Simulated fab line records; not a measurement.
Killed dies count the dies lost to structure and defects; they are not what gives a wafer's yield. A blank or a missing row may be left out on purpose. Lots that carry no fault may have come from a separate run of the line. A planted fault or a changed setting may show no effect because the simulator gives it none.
A single fault, viewed from 2 desks | flow gf180mcu | numbers are kept per desk, each desk with only its own; the story behind them comes last

METROLOGY DESK
Means of the sampled wafers that have a number, per lot and without regard to the tool the lot ran on: this is what the gauges read. The brackets show how far a lot's mean lies from the usual mean; more than 4 standard deviations puts the lot out of limits, marked OUT.
Columns: A = HV_LDD_TW at GF_HV_LDD_TW_MEAS_11, usual 2400
lot  | first seen here | A
L217 | day 10 00:02    | 2418
L218 | day 10 08:28    | 2374
L219 | day 10 16:19    | 2415
L220 | day 10 19:01    | 2374
L221 | day 11 06:55    | 2413
L226 | day 12 18:11    | 2409
L227 | day 13 02:44    | 2373
L232 | day 14 21:32    | 2416
L234 | day 15 10:37    | 2414
L235 | day 15 14:01    | 2419
L237 | day 16 03:16    | 2397
L238 | day 16 11:13    | 2406
L239 | day 16 21:20    | 2395
L240 | day 16 23:49    | 2418
This desk's verdict: no lot among the 14 shows anything out of limits.

AT THE TOOL OWNER'S DESK: lithoTrack-04
The tool's own readings at GF_HV_LDD_SOFTBAKE_03 (time 60 s): means of the sampled wafers that have a number, for each lot that ran on this tool. The brackets show how far a lot's mean lies from the usual mean; more than 4 standard deviations puts the lot out of limits, marked OUT.
Columns: A = heaterPowerTotalW at GF_HV_LDD_SOFTBAKE_03, usual 56.60 W; B = runLengthS at GF_HV_LDD_SOFTBAKE_03, usual 89.02 s
lot  | first seen here | A     | B
L217 | day 9 15:16     | 56.58 | 89.10
L221 | day 10 20:56    | 56.58 | 89.16
L226 | day 12 07:31    | 56.57 | 97.22 (+59) OUT
L227 | day 12 17:01    | 56.57 | 97.02 (+57) OUT
L239 | day 16 09:29    | 56.59 | 89.17
This desk's finding: out of limits on L226, L227; first on L226, day 12 07:31 (runLengthS at GF_HV_LDD_SOFTBAKE_03). L217, L221, L239: within limits.

BROUGHT TOGETHER
On L226, L227, at day 12 07:31, an alarm was possible from the tool owner's desk.
From the metrology desk's view, nothing was out of limits.
The metrology desk has L226, L227 on record, within its limits.
Of the lots named, all ran GF_HV_LDD_SOFTBAKE_03 on lithoTrack-04.

WHAT HAD BEEN PUT IN BY THE SIMULATOR
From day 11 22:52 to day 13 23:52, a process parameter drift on lithoTrack-04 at GF_HV_LDD_SOFTBAKE_03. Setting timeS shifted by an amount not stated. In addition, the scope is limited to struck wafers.
Struck lots among those shown: L226, L227.
Hours from the fault's start to each desk's first reading out of limits: the tool owner's desk, 9.
